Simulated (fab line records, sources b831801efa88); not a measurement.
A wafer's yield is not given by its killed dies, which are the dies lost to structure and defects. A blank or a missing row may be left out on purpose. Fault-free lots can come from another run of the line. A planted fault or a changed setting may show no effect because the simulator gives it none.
Chamber matching -- flow sky130 -- SKY_FIELD_ISO_CMP_27 on cmp-01: 4 sister chambers
The step polishes, stops on Si3N4, t overpolish 16 s, target thk 457.8 nm. 18 wafers are shown with their chamber, then 9 later ones without.

## EACH WAFER AND ITS CHAMBER
wafer,chamber,motor_current_A (A),time_to_endpoint_s (s),overpolish_run_s (s)
L823.3,0,12.4,116,15.994
L823.4,1,10.9,110,16.009
L823.6,1,10.4,113,15.988
L824.1,3,12.1,106,15.980
L824.4,1,10.6,110,15.998
L824.5,3,12.8,103,15.987
L825.1,1,10.7,107,16.006
L825.2,3,12.0,105,16.002
L825.4,2,13.2,108,16.014
L826.1,3,12.6,106,16.002
L826.4,1,11.3,107,15.997
L826.5,3,12.8,101,16.009
L827.1,2,13.1,107,15.980
L827.4,3,13.1,107,16.012
L827.5,3,12.0,107,15.960
L828.2,2,13.0,109,16.010
L828.4,3,12.6,104,16.002
L828.6,0,12.8,112,16.016

SIGNATURES, as means of the wafers listed above
reading,chamber 0,chamber 1,chamber 2,chamber 3,scatter within a chamber
motor_current_A,12.600,10.780,13.100,12.500,0.357
time_to_endpoint_s,114.00,109.40,108.00,104.88,2.17
overpolish_run_s,16.00500,15.99960,16.00133,15.99425,0.0155
Rule: a wafer lies at a distance from a chamber equal to the root of the sum of squares, over the readings, of (its reading less the chamber's mean, divided by the reading's scatter). If the next closest chamber is less than 2 further off than the closest, the wafer can't be placed; otherwise it belongs to the closest. How the scatter is found: for the shown wafers, subtract from each reading the mean of its chamber, square and add these, divide the total by (wafers less chambers), then take the root.

## WAFERS WHOSE CHAMBER IS MISSING
wafer,motor_current_A (A),time_to_endpoint_s (s),overpolish_run_s (s)
L835.3,12.3,110,15.987
L835.4,10.7,112,16.000
L835.6,13.2,107,15.994
L837.1,13.0,114,15.993
L837.2,12.7,110,15.986
L837.4,10.9,109,15.985
L838.1,12.0,109,15.993
L838.3,13.0,114,15.991
L838.5,12.4,109,16.023

## EACH ONE'S CHAMBER
wafer,from the rows above,in truth
L835.3,can't be placed: 0 or 3 or 2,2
L835.4,1,1
L835.6,can't be placed: 2 or 3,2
L837.1,can't be placed: 0 or 2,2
L837.2,can't be placed: 2 or 0 or 3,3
L837.4,1,1
L838.1,can't be placed: 3 or 0 or 2 or 1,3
L838.3,can't be placed: 0 or 2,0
L838.5,can't be placed: 2 or 0 or 3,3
Correct placement for 2 of the 9. Cannot be placed on the basis of these rows: 7; the candidates contain the true chamber in 7. Wrongly placed: 0.
